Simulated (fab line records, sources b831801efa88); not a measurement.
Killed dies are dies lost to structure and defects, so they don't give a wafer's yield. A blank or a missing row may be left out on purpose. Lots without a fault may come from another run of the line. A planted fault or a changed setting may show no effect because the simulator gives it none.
Problem report in the 8D (eight disciplines) form, filled by code | flow gf180mcu | the parts of the form that need people (team, actions taken, sign-off) are left out

1. THE PROBLEM
NWELL_RS at GF_VT_IMPLANT_RS_MEAS_47 reads a mean of 478.6 ohm/sq on 6 wafers of 2 lots; wafers without a fault read 487.9 ohm/sq with a standard deviation of 1.2. That is -7.7 standard deviations from the usual mean.
The step: measures by four-point-probe.
First seen on wafer L380.1, day 10 16:53, on film_metro-04. The record holds 39 wafers of 13 lots with a number at this step. Rule for "out", or "out of limits": more than 4 standard deviations from the usual mean. The other wafers with a number count as sound.

2. WHAT IT IS AND WHAT IT IS NOT
question                    | is                           | is not
which readings at this step | NWELL_RS                     | -
which lots                  | L380, L381                   | L369, L370, L371, L372, L373, L383, L384, L387, L388, L390, L391
which wafers of those lots  | all that have a number       | -
read on which gauges        | film_metro-03, film_metro-04 | film_metro-01
when                        | from day 10 16:53            | up to then (15 sound wafers); but 18 sound wafers of L383, L384, L387, L388, L390, L391 came after

3. SUSPECTS, AND WHAT RULES EACH OUT
Counting: a tool at a process step up to the reading stays a suspect if it ran every lot that is out and no sound lot after the first of them.
- the gauge at GF_VT_IMPLANT_RS_MEAS_47: ruled out. The wafers that are out were read on 2 gauges (film_metro-03, film_metro-04).
- implanter-02 at GF_NWELL_IMPLANT_08: kept. It ran every lot that is out, first L380 (day 5 20:06), and no sound lot after that; its last sound lot up to then is L373 (day 4 06:13). Its own readings are out on those wafers: beam_energy_keV.
Left after counting: implanter-02 at GF_NWELL_IMPLANT_08.

4. THE CAUSE (what the simulator had put in)
Process parameter drift: implanter-02, from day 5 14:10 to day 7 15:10, at GF_NWELL_IMPLANT_08. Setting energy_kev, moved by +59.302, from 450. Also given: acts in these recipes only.
Counting left only this tool.

5. THE CHAIN OF EFFECTS, in route order
Each row: a reading whose mean over the struck wafers that have a number lies more than 3 standard deviations from the usual. Only readings for which the record gives a usual standard deviation are gone through. hours: the time from each lot's start at the first step in this table that gives one to its start at this step, as a median over the lots. sigmas: the change in usual standard deviations.
hours | step                     | reading         | usual        | on struck wafers | change | sigmas
0     | GF_NWELL_IMPLANT_08      | beam_energy_keV | 449.98       | 509.34           | +59.36 | +99 or more
116   | GF_VT_IMPLANT_RS_MEAS_47 | NWELL_RS        | 487.9 ohm/sq | 478.6            | -9.3   | -7.7
The process steps in it:
- GF_NWELL_IMPLANT_08
Later measuring or inspecting steps at which every struck wafer that the step has a row for has a number for every such reading, and none has moved that far: GF_POLY_GATE_OVL_MEAS_11.

6. WHAT WOULD HAVE CAUGHT IT SOONER
In this record the first reading out of limits at a measuring or inspecting step was taken at day 10 16:53, 123 hours after the fault began at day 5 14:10.
The tool's own readings at GF_NWELL_IMPLANT_08 were out on every struck wafer that the step has a row for (beam_energy_keV): an alarm limit on them would have fired on the first of those.
All the lots that are out (2) had begun GF_NWELL_IMPLANT_08 on implanter-02 by day 10 16:53. A hold on the tool at that time would have spared none of them.
